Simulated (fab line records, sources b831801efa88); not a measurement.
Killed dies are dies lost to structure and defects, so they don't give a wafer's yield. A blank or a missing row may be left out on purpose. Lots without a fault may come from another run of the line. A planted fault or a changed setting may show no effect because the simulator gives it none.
A struck lot beside a sound one | flow sky130 | 25 steps out of a route of 708
Sound: wafers L286.1, L286.2, L286.5. Struck: wafers L292.1, L292.3, L292.6. The cause comes at the end.
At each step with rows: each side's tool, then ch and its chambers, then its first start. Under that, the readings that differ: sound wafers | struck wafers | difference of the means | sigmas: that difference in standard deviations of wafers without a fault.
alike: readings whose means differ by less than 2 such deviations, and words and numbers that are the same on both sides. not compared: withheld readings, readings that some wafer has no value for, bounds like >300 that may hide the same value, and numbers for which the record gives no deviation and whose values overlap.
The two part at a step that has a row with sigmas, a row that says differs or no value, or rows on one side only. Numbers that don't overlap but have no deviation are shown without sigmas and don't part them. A reading that every wafer of one side lacks parts them only if that side has two wafers or more.

first, 3 steps without rows for these wafers: SKY_CAP2M_EXPOSE_09 (exposes mask CAP2M, target cd 1000 nm); SKY_CAP2M_PEB_10; SKY_CAP2M_DEVELOP_11 (develop time 60 s).
SKY_CAP2M_OVL_MEAS_12:
  sound on overlay-02, day 42 12:05; struck on overlay-02, day 44 12:11
  alike: CAP2M_OVL
then, 1 step without rows for these wafers: SKY_CAP2M_METAL_ETCH_13 (etches TiN in Cl2/BCl3, stops on SiO2, target depth 220 nm, time 62.9 s).
SKY_CAP2M_STRIP_14: strips in O2/N2.
  sound on plasma_asher-03 ch 0,1, day 42 12:11; struck on plasma_asher-03 ch 0,1, day 44 12:17
  alike: drypump_motor_current_A, oes_product_au, strip_time_to_endpoint_s
  not compared: rf_hours_counter_h
then, 6 steps without rows for these wafers: SKY_CAP2M_STRIP_15 (strips in post etch residue remover, time 1200 s); SKY_CAP2M_CLEAN_16 (cleans in IPA, time 180 s); SKY_CAP2M_CLEAN_17 (cleans in O3/DIW); SKY_METAL4_DEHYDRATE_05 (time 60 s); SKY_METAL4_HMDS_06 (prime time 60 s); SKY_METAL4_COAT_07 (resist thk 60 nm).
SKY_METAL4_COAT_08: resist thk 1140 nm.
  sound on litho_track-01 ch 0, day 43 00:00; struck on litho_track-01 ch 0, day 44 23:00
  reading                                       | sound          | struck         | difference | sigmas
  model.KrF-thick_of_METAL4_COAT_08.thk_nm (nm) | 1138 1138 1141 | 1160 1160 1161 | +21        |
  alike: resist_line_temp_C
then, 4 steps without rows for these wafers: SKY_METAL4_SOFTBAKE_09 (time 90 s); SKY_METAL4_EXPOSE_10 (exposes mask MM4, target cd 300 nm); SKY_METAL4_PEB_11; SKY_METAL4_DEVELOP_12 (develop time 60 s).
SKY_METAL4_CD_MEAS_13: target cd 300 nm.
  sound on cd_sem-02, day 43 12:02; struck on cd_sem-02, day 45 10:37
  alike: cd_nm
SKY_METAL4_OVL_MEAS_14:
  sound on overlay-01, day 43 12:10; struck on overlay-01, day 45 10:44
  reading         | sound  | struck   | difference | sigmas
  METAL4_OVL (nm) | 10 5 7 | 3 -6 -10 | -12        | -2
SKY_METAL4_DESCUM_15: chemistry O2, time 8 s.
  sound on rie_metal-03 ch 0,1, day 43 12:12; struck on rie_metal-04 ch 0,1, day 45 10:46
  alike: drypump_motor_current_A, oes_product_au
  not compared: rf_hours_counter_h
SKY_METAL4_ETCH_16: etches BARC in N2/H2, stops on SiO2, time 88.2 s, target depth 60 nm.
  sound on rie_metal-03 ch 0,1, day 43 12:14; struck on rie_metal-04 ch 0,1, day 45 10:48
  alike: drypump_motor_current_A, oes_product_au, throttle_valve_pct
  not compared: rf_hours_counter_h
SKY_METAL4_ETCH_17: etches SiO2 in C4F8/O2/Ar, stops on TiN, time 3.9 s, target depth 15 nm.
  sound on rie_diel-02 ch 1,2, day 43 12:20; struck on rie_diel-01 ch 0,1,2, day 45 10:56
  alike: oes_product_au
  not compared: rf_hours_counter_h
SKY_METAL4_METAL_ETCH_18: etches the open film in Cl2/BCl3, stops on SiO2, target depth 845 nm, time 183.1 s.
  sound on rie_metal-02 ch 0,1, day 43 12:21; struck on rie_metal-02 ch 1, day 45 10:57
  alike: drypump_motor_current_A, oes_product_au, throttle_valve_pct
  not compared: rf_hours_counter_h, model.KrF-thick_of_METAL4_COAT_08.thk_nm
SKY_METAL4_STRIP_19: strips in O2/N2.
  sound on plasma_asher-01 ch 0,1, day 43 12:32; struck on plasma_asher-01 ch 0,1, day 45 11:08
  alike: drypump_motor_current_A, oes_product_au, strip_time_to_endpoint_s
  not compared: rf_hours_counter_h
-- the record jumps here: 4 days lie between the struck wafers' starts before and after (it left off in module METAL4 and takes up again in module PAD_OPEN, whose first step shown is number 708 of the route) --
SKY_PAD_OPEN_PROBE_99:
  sound on prober-01, day 47 07:26; struck on prober-02, day 49 00:11
  alike: defect_limited_yield, killed_at_M0_to_M3, killed_at_M4_up, killed_at_contacts, killed_at_front_end, killed_at_other, killed_dies, killed_open, killed_short

WHERE THEY PART
Only at SKY_METAL4_OVL_MEAS_14, within this record. Later steps at which nothing parts them and some readings are alike: SKY_METAL4_DESCUM_15, SKY_METAL4_ETCH_16, SKY_METAL4_ETCH_17, SKY_METAL4_METAL_ETCH_18, SKY_METAL4_STRIP_19, SKY_PAD_OPEN_PROBE_99.

WHY: what the simulator had put in
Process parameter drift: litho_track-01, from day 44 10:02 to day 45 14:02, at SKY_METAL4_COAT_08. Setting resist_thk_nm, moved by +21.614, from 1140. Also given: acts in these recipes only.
